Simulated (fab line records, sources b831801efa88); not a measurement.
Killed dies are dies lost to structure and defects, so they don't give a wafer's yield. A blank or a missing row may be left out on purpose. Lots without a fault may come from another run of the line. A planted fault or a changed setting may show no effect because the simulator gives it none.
Which tool did it? | flow gf180mcu | 13 lots, 39 wafers sampled, at 4 steps of a route of 602

WHAT THE GAUGES READ, wafer by wafer
GF_LVPWELL_OVL_MEAS_07.
lot  | measured    | on         | LVPWELL_OVL (nm)
L251 | day 3 21:50 | overlay-01 | 2.2 4.1 2.3
L252 | day 4 04:33 | overlay-02 | -1.3 -2.0 -1.2
L253 | day 4 08:31 | overlay-01 | 0.1 0.6 1.1
L255 | day 4 22:48 | overlay-02 | -2.7 0.0 -0.4
L256 | day 5 00:41 | overlay-01 | -2.3 -0.6 -0.8
L257 | day 5 06:14 | overlay-02 | 0.1 -0.2 -0.9
L258 | day 5 11:19 | overlay-01 | -4.5 -3.1 -3.4
L263 | day 6 18:01 | overlay-02 | -2.9 -0.8 -0.4
L266 | day 7 10:46 | overlay-02 | -1.3 -4.4 -2.6
L268 | day 7 19:59 | overlay-01 | -2.5 -2.0 -0.2
L270 | day 8 06:14 | overlay-02 | -2.6 -2.2 -3.4
L271 | day 8 14:48 | overlay-02 | -0.4 1.2 -1.5
L274 | day 9 05:19 | overlay-02 | -0.9 1.5 -0.6

GF_HV_LDD_TW_MEAS_50.
lot  | measured     | on            | HV_LDD_4_TW
L251 | day 12 09:55 | film_metro-02 | 569.6 570.5 567.8
L252 | day 12 17:50 | film_metro-03 | 573.1 572.3 567.9
L253 | day 13 01:57 | film_metro-01 | 567.2 567.8 566.8
L255 | day 13 17:46 | film_metro-01 | 566.2 567.6 565.5
L256 | day 13 22:30 | film_metro-03 | 570.6 571.7 569.6
L257 | day 14 08:53 | film_metro-03 | 566.6 568.4 564.7
L258 | day 14 14:40 | film_metro-03 | 566.7 565.4 571.7
L263 | day 16 12:44 | film_metro-01 | 570.9 567.6 566.6
L266 | day 17 14:00 | film_metro-03 | 597.6 602.1 599.1 596.8 602.1 601.7
L268 | day 17 23:11 | film_metro-01 | 596.8 593.8 597.5 593.9 597.4 595.2
L270 | day 18 16:32 | film_metro-03 | 569.8 572.2 574.1
L271 | day 19 03:55 | film_metro-02 | 570.3 567.7 570.7
L274 | day 19 23:14 | film_metro-01 | 566.8 567.8 563.9

GF_SAB_OVL_MEAS_10.
lot  | measured     | on         | SAB_OVL (nm)
L251 | day 15 02:08 | overlay-01 | 1.9 1.6 2.4
L252 | day 15 11:57 | overlay-01 | -0.1 2.5 0.2
L253 | day 15 21:10 | overlay-02 | -0.4 -0.1 -0.5
L255 | day 16 15:03 | overlay-02 | 2.2 0.1 1.9
L256 | day 16 22:09 | overlay-02 | 1.0 1.7 -0.1
L257 | day 17 07:54 | overlay-02 | -1.0 -0.4 -0.2
L258 | day 17 13:36 | overlay-01 | 0.5 0.4 -2.2
L263 | day 19 15:38 | overlay-02 | -1.0 -0.7 -1.1
L266 | day 20 18:55 | overlay-02 | 0.3 0.2 -0.3
L268 | day 21 03:51 | overlay-02 | 0.0 -0.3 1.3
L270 | day 21 21:08 | overlay-02 | 3.1 0.9 1.5
L271 | day 22 07:17 | overlay-02 | 0.8 -0.4 -1.8
L274 | day 23 01:46 | overlay-01 | -0.5 -0.6 -1.7

WHICH TOOL RAN EACH LOT (tool, then ch and the chambers of the sampled wafers, then the start)
lot  | GF_HV_LDD_IMPLANT_48
L251 | implanter-03 ch 0, day 12 09:40
L252 | implanter-01 ch 0, day 12 17:37
L253 | implanter-02 ch 0, day 13 01:44
L255 | implanter-03 ch 0, day 13 17:32
L256 | implanter-02 ch 0, day 13 22:17
L257 | implanter-03 ch 0, day 14 08:40
L258 | implanter-01 ch 0, day 14 14:22
L263 | implanter-02 ch 0, day 16 12:29
L266 | implanter-01 ch 0, day 17 13:45
L268 | implanter-01 ch 0, day 17 22:58
L270 | implanter-03 ch 0, day 18 16:17
L271 | implanter-03 ch 0, day 19 03:41
L274 | implanter-03 ch 0, day 19 23:02
- GF_HV_LDD_IMPLANT_48

WHAT THE TOOLS THEMSELVES READ (means of the sampled wafers that have a number; where no wafer has one, the mark that the record gives instead)
GF_HV_LDD_IMPLANT_48.
lot  | tool         | beam_energy_keV | dose_ions_cm2
L251 | implanter-03 | 24.993          | 3.0008e+13
L252 | implanter-01 | 24.990          | 2.9983e+13
L253 | implanter-02 | 25.000          | 3.0008e+13
L255 | implanter-03 | 25.001          | 3.0021e+13
L256 | implanter-02 | 25.003          | 2.9971e+13
L257 | implanter-03 | 25.006          | 3.0037e+13
L258 | implanter-01 | 24.993          | 2.9996e+13
L263 | implanter-02 | 24.983          | 3.0007e+13
L266 | implanter-01 | 33.233          | 2.9995e+13
L268 | implanter-01 | 33.224          | 3.0017e+13
L270 | implanter-03 | 25.000          | 2.9992e+13
L271 | implanter-03 | 25.008          | 3.0050e+13
L274 | implanter-03 | 24.996          | 2.9968e+13

THE ANSWER, worked out from the rows above alone
Rule: what is usual is taken from the lots themselves. Put in order of their means at a reading, lots are off if they are a third of the lots or fewer, leave a main group of 4 or more, and stand apart from it by a gap of 3 or more times the standard deviation of the main group's means; of several such gaps the widest counts. A main group whose means are all the same, to the digits that the tables above print for the reading, isn't used. A lot without any number at a reading at which 4 lots or more have one is off too. The other lots that the step has rows for count as sound. The gauges are gone through in route order, then the tools' own readings, and for those a lot's mean is taken as printed above. The first step at which some lot is off is used, and at that step the reading that is off furthest; a lot without a number counts as furthest.
Off: L266, L268, at GF_HV_LDD_TW_MEAS_50 (HV_LDD_4_TW). The main group: mean 568.7, standard deviation 1.9.
A tool fits if, at a process step before that reading, it ran every lot that is off, and no sound lot after the first of them. The gauges at GF_HV_LDD_TW_MEAS_50 aren't tried: what is off there is off at GF_HV_LDD_IMPLANT_48 too, on other tools, and a gauge's error can't cause that. One fits: implanter-01 at GF_HV_LDD_IMPLANT_48. Its last sound lot is L258 (day 14 14:22), its first lot that is off L266 (day 17 13:45): a fault that began between those two fits.
The tool's own readings at GF_HV_LDD_IMPLANT_48 bear it out: on the lots that are off they differ by more than 5 times the standard deviation of the sound lots' means. beam_energy_keV reads 33.228 there against 24.998 on the sound lots.

WHAT THE SIMULATOR HAD PUT IN
Process parameter drift: implanter-01, from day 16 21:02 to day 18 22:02, at GF_HV_LDD_IMPLANT_48. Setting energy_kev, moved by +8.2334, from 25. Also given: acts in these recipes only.
Lots struck among those shown: L266, L268. The rule above found the same.
